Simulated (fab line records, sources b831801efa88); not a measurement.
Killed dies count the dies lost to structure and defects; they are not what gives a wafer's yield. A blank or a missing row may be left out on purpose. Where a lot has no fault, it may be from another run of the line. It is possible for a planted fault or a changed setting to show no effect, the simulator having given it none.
Matching of chambers | flow gf180mcu | GF_V3_CMP_04 on cmp-02: 4 sister chambers
The step polishes SiO2. 4 wafers are shown with their chamber, then 12 later ones without.

## WAFERS WITH THEIR CHAMBER
wafer  | chamber | motor-current-A (A)
L086.4 | 3       | 10.6
L087.2 | 1       | 11.4
L087.3 | 2       | 12.5
L087.5 | 0       | 13.5

## WAFERS WITHOUT THEIR CHAMBER
wafer  | motor-current-A (A)
L089.1 | 12.8
L089.4 | 11.7
L089.6 | 13.8
L093.1 | 12.7
L093.2 | 10.4
L093.3 | 11.6
L094.3 | 13.2
L094.5 | 13.1
L094.6 | 10.5
L095.2 | 11.4
L095.4 | 12.4
L095.6 | 12.5

## CHAMBER TAKEN BY EACH
wafer  | from the rows above     | in truth
L089.1 | can't be placed: 2 or 0 | 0
L089.4 | 1                       | 1
L089.6 | 0                       | 0
L093.1 | 2                       | 2
L093.2 | 3                       | 3
L093.3 | 1                       | 1
L094.3 | can't be placed: 0 or 2 | 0
L094.5 | can't be placed: 0 or 2 | 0
L094.6 | 3                       | 3
L095.2 | 1                       | 1
L095.4 | 2                       | 2
L095.6 | 2                       | 2
Placed correctly: 9 of 12. Cannot be placed on the basis of these rows: 3; the candidates contain the true chamber in 3. Wrongly placed: 0.
How it was worked out, from the rows above alone: a wafer's distance from a chamber is the root of the sum, over the readings, of the square of ((its reading less the chamber's mean) divided by the reading's scatter). The wafer belongs to the nearest chamber; if the next one is less than 2 further off, it can't be placed. A chamber's mean is the mean of its shown wafers. The scatter: root of mean squared gap, hidden wafer to nearest shown wafer, with one shown wafer a chamber.
